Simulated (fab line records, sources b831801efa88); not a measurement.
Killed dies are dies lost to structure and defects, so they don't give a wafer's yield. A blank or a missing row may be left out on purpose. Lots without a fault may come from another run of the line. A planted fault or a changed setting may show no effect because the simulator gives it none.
A struck lot beside a sound one | flow sky130 | 32 steps out of a route of 708
Sound: wafers L545.1, L545.2, L545.3. Struck: wafers L546.1, L546.4, L546.6. The cause comes at the end.
At each step with rows: each side's tool, then ch and its chambers, then its first start. Under that, the readings that differ: sound wafers | struck wafers | difference of the means | sigmas: that difference in standard deviations of wafers without a fault.
alike: readings whose means differ by less than 2 such deviations, and words and numbers that are the same on both sides. not compared: withheld readings, readings that some wafer has no value for, bounds like >300 that may hide the same value, and numbers for which the record gives no deviation and whose values overlap.
The two part at a step that has a row with sigmas, a row that says differs or no value, or rows on one side only. Numbers that don't overlap but have no deviation are shown without sigmas and don't part them. A reading that every wafer of one side lacks parts them only if that side has two wafers or more.

SKY_PWDE_OVL_MEAS_07:
  sound on overlay-02, day 7 07:04; struck on overlay-02, day 7 14:05
  alike: PWDE_OVL
then, 1 step without rows for these wafers: SKY_PWDE_IMPLANT_08.
SKY_PWDE_STRIP_09: strips in O2/N2.
  sound on plasma_asher-02 ch 0,1, day 7 07:15; struck on plasma_asher-03 ch 0,1, day 7 14:16
  alike: chamber_pressure_mTorr, drypump_motor_current_A, oes_product_au, strip_time_to_endpoint_s
  not compared: rf_hours_counter_h
SKY_PWDE_TW_MEAS_10:
  sound on film_metro-03, day 7 07:21; struck on film_metro-03, day 7 14:22
  alike: PWDE_TW
then, 7 steps without rows for these wafers: SKY_NWELL_DEHYDRATE_03 (time 60 s); SKY_NWELL_HMDS_04 (prime time 60 s); SKY_NWELL_COAT_05 (resist thk 3000 nm); SKY_NWELL_SOFTBAKE_06; SKY_NWELL_EXPOSE_07 (exposes mask NWM, target cd 840 nm); SKY_NWELL_PEB_08; SKY_NWELL_DEVELOP_09 (develop time 60 s).
SKY_NWELL_OVL_MEAS_10:
  sound on overlay-02, day 8 04:08; struck on overlay-01, day 8 10:23
  alike: NWELL_00_OVL
SKY_NWELL_IMPLANT_11:
  sound on implanter-04 ch 0, day 8 04:10; struck on implanter-03 ch 0, day 8 10:25
  reading                   | sound                | struck               | difference | sigmas
  beam_energy_keV           | 400.00 400.02 400.02 | 478.07 477.87 478.09 | +78.00     | +99 or more
  model.implant.rp_nm (nm)  | 499.9 499.9 499.9    | 595.1 595.1 595.1    | +95.2      |
  model.implant.drp_nm (nm) | 116.9 116.9 116.9    | 127.6 127.6 127.6    | +10.7      |
  alike: beam_on_s
then, 2 steps without rows for these wafers: SKY_NWELL_IMPLANT_12; SKY_NWELL_IMPLANT_13.
SKY_NWELL_STRIP_14: strips in O2/N2.
  sound on plasma_asher-04 ch 0,1, day 8 04:37; struck on plasma_asher-03 ch 0,1, day 8 10:52
  alike: chamber_pressure_mTorr, drypump_motor_current_A, oes_product_au, strip_time_to_endpoint_s
  not compared: rf_hours_counter_h
SKY_NWELL_TW_MEAS_15:
  sound on film_metro-02, day 8 04:43; struck on film_metro-02, day 8 10:58
  reading  | sound          | struck         | difference | sigmas
  NWELL_TW | 1809 1809 1810 | 1834 1845 1840 | +30        | +3
then, 7 steps without rows for these wafers: SKY_NWELL_DEHYDRATE_16 (time 60 s); SKY_NWELL_HMDS_17 (prime time 60 s); SKY_NWELL_COAT_18 (resist thk 3000 nm); SKY_NWELL_SOFTBAKE_19; SKY_NWELL_EXPOSE_20 (exposes mask NWM COMPLEMENT, target cd 840 nm); SKY_NWELL_PEB_21; SKY_NWELL_DEVELOP_22 (develop time 60 s).
SKY_NWELL_OVL_MEAS_23:
  sound on overlay-02, day 9 01:20; struck on overlay-01, day 9 08:02
  alike: NWELL_01_OVL
then, 1 step without rows for these wafers: SKY_NWELL_IMPLANT_24.
SKY_NWELL_STRIP_25: strips in O2/N2.
  sound on plasma_asher-04 ch 0,1, day 9 01:31; struck on plasma_asher-03 ch 0,1, day 9 08:13
  alike: chamber_pressure_mTorr, drypump_motor_current_A, oes_product_au, strip_time_to_endpoint_s
  not compared: rf_hours_counter_h
SKY_NWELL_TW_MEAS_26:
  sound on film_metro-01, day 9 01:37; struck on film_metro-03, day 9 08:19
  alike: NWELL_2_TW
then, 1 step without rows for these wafers: SKY_NWELL_CLEAN_27 (cleans in SC1/SC2, time 150 s).
SKY_NWELL_RTA_28: time 30 s.
  sound on rtp_anneal-02 ch 0, day 9 01:44; struck on rtp_anneal-02 ch 0, day 9 08:26
  alike: lamp_power_pct, ramp_down_c_per_s, wafer_temp_C_max
SKY_NWELL_RS_MEAS_29: measures by four-point-probe.
  sound on film_metro-01, day 9 01:50; struck on film_metro-03, day 9 08:32
  reading           | sound             | struck            | difference | sigmas
  NWELL_RS (ohm/sq) | 623.8 623.0 623.3 | 602.1 602.3 602.1 | -21.2      | -12
-- the record jumps here: 40 days lie between the struck wafers' starts before and after (it left off in module NWELL and takes up again in module PAD_OPEN, whose first step shown is number 708 of the route) --
SKY_PAD_OPEN_PROBE_99:
  sound on prober-01, day 49 12:14; struck on prober-02, day 49 16:40
  reading                                | sound                         | struck                        | difference | sigmas
  model.etest.nfet_16v.r_on_ohm_um       | 1.424e+04 1.388e+04 1.408e+04 | 1.646e+04 1.626e+04 1.629e+04 | +2.270e+03 |
  model.etest.pfet_16v.r_on_ohm_um       | 1.57e+04 1.515e+04 1.473e+04  | 1.377e+04 1.427e+04 1.416e+04 | -1.127e+03 |
  model.etest.res_nwell.line_ohm_um      | 1174 1127 1085                | 881.6 888.6 865.6             | -250.1     |
  model.etest.res_nwell.rs_ohm_sq        | 992.8 955 914.2               | 729.6 751.2 734.5             | -215.6     |
  model.etest.pfet_g5v0d10v5.r_on_ohm_um | 4763 4646 4687                | 4540 4482 4577                | -166       |
  model.etest.tip_p_5v.rs_ohm_sq         | 2850 2815 2860                | 2712 2715 2736                | -121       |
  model.etest.pfet_16v.drive_ua_um       | 239.1 247.4 250.1             | 274.3 268 269.7               | +25.1      |
  model.etest.pfet_g5v0d10v5.drive_ua_um | 340.2 350.7 343.6             | 366.7 374 369.9               | +25.4      |
  alike: killed_at_M0_to_M3, killed_at_M4_up, killed_at_contacts, killed_at_front_end, killed_at_other, killed_dies, killed_open, killed_short

WHERE THEY PART
First at SKY_NWELL_IMPLANT_11; last, within this record, at SKY_NWELL_RS_MEAS_29. Later steps at which nothing parts them and some readings are alike: SKY_PAD_OPEN_PROBE_99.

WHY: what the simulator had put in
Process parameter drift: implanter-03, from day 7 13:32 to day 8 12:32, at SKY_NWELL_IMPLANT_11. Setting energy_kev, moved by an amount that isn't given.
